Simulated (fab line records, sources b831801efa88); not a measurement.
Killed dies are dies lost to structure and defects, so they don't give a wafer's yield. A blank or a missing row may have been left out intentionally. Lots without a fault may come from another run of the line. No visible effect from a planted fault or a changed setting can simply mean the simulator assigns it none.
Problem report in the 8D (eight disciplines) form, filled by code || flow gf180mcu || the parts of the form that need people (team, actions taken, sign-off) are left out

## 1. THE PROBLEM
Wafers without a fault read 5.000 Pa, standard deviation 0.01; chamber_pressure_pa at GF_V1_SPUTTER_22 reads a mean of 3.980 Pa on 9 wafers belonging to 3 lots. So: -99 or more standard deviations from the usual mean.
The step: material TiN, target thk 10 nm, time 40 s.
Seen first at day 23 02:05 on pvd_sputter-02, wafer L793.1. The record holds 21 wafers of 7 lots with a number at this step. Rule for "out" (also "out of limits"): further than 4 standard deviations from the usual mean. The other wafers with a number count as sound.

## 2. WHAT IT IS, AND WHAT IT ISN'T
{"question": "which readings at this step", "is": "chamber_pressure_pa", "is not": "-"}
{"question": "which lots", "is": "L793, L794, L795", "is not": "L781, L783, L786, L803"}
{"question": "which wafers of those lots", "is": "all that have a number", "is not": "-"}
{"question": "read on which tools", "is": "pvd_sputter-02", "is not": "pvd_sputter-01, pvd_sputter-03"}
{"question": "when", "is": "from day 23 02:05", "is not": "up to then (9 sound wafers); but 3 sound wafers of L803 came after"}

## 3. WHAT RULES OUT EACH SUSPECT
Counting: a tool at any process step up to the reading remains a suspect when it ran all the lots that are out and ran no sound lot after the first of those.
- pvd_sputter-02 at GF_V1_SPUTTER_21 (material Ti, target thk 15 nm, time 80.02 s): kept. It processed each lot that is out, first L793 at day 23 02:02, and no sound lot thereafter; up to then, the last sound lot it processed was L781 at day 18 17:49.
- pvd_sputter-02 at GF_V1_SPUTTER_22 (material TiN, target thk 10 nm, time 40 s): kept. It processed each lot that is out, first L793 at day 23 02:05, and no sound lot thereafter; up to then, the last sound lot it processed was L781 at day 18 17:52. Its own chamber_pressure_pa readings are out on those wafers.
Left after counting: pvd_sputter-02 at GF_V1_SPUTTER_21, pvd_sputter-02 at GF_V1_SPUTTER_22.

## 4. THE CAUSE (what the simulator had put in)
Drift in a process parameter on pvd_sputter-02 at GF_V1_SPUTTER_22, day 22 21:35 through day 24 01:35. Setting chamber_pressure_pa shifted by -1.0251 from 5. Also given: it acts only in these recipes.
After counting, 2 suspects remain, this tool included.

## 5. THE CHAIN OF EFFECTS, in route order
Each row: a reading where the mean over the struck wafers with a number is more than 3 standard deviations away from the usual. Scope: only readings with a usual standard deviation given in the record; hours: median across lots of the time from each lot's start at the first step in this table that gives one to its start at this step; sigmas: change in usual standard deviations.
{"hours": 0, "step": "GF_V1_SPUTTER_22", "reading": "chamber_pressure_pa", "usual": "5.000 Pa", "on struck wafers": 3.980, "change": -1.020, "sigmas": "-99 or more"}
{"hours": 0, "step": "GF_V1_SPUTTER_22", "reading": "throttle_valve_pct", "usual": "29.9 %", "on struck wafers": 33.2, "change": "+3.3", "sigmas": "+3.3"}
The process steps in it:
- GF_V1_SPUTTER_22: material TiN, target thk 10 nm, time 40 s.

## 6. HOW IT WOULD HAVE BEEN CAUGHT EARLIER
First out-of-limits reading in this record: day 23 02:05, which is 5 hours after fault onset at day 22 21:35.
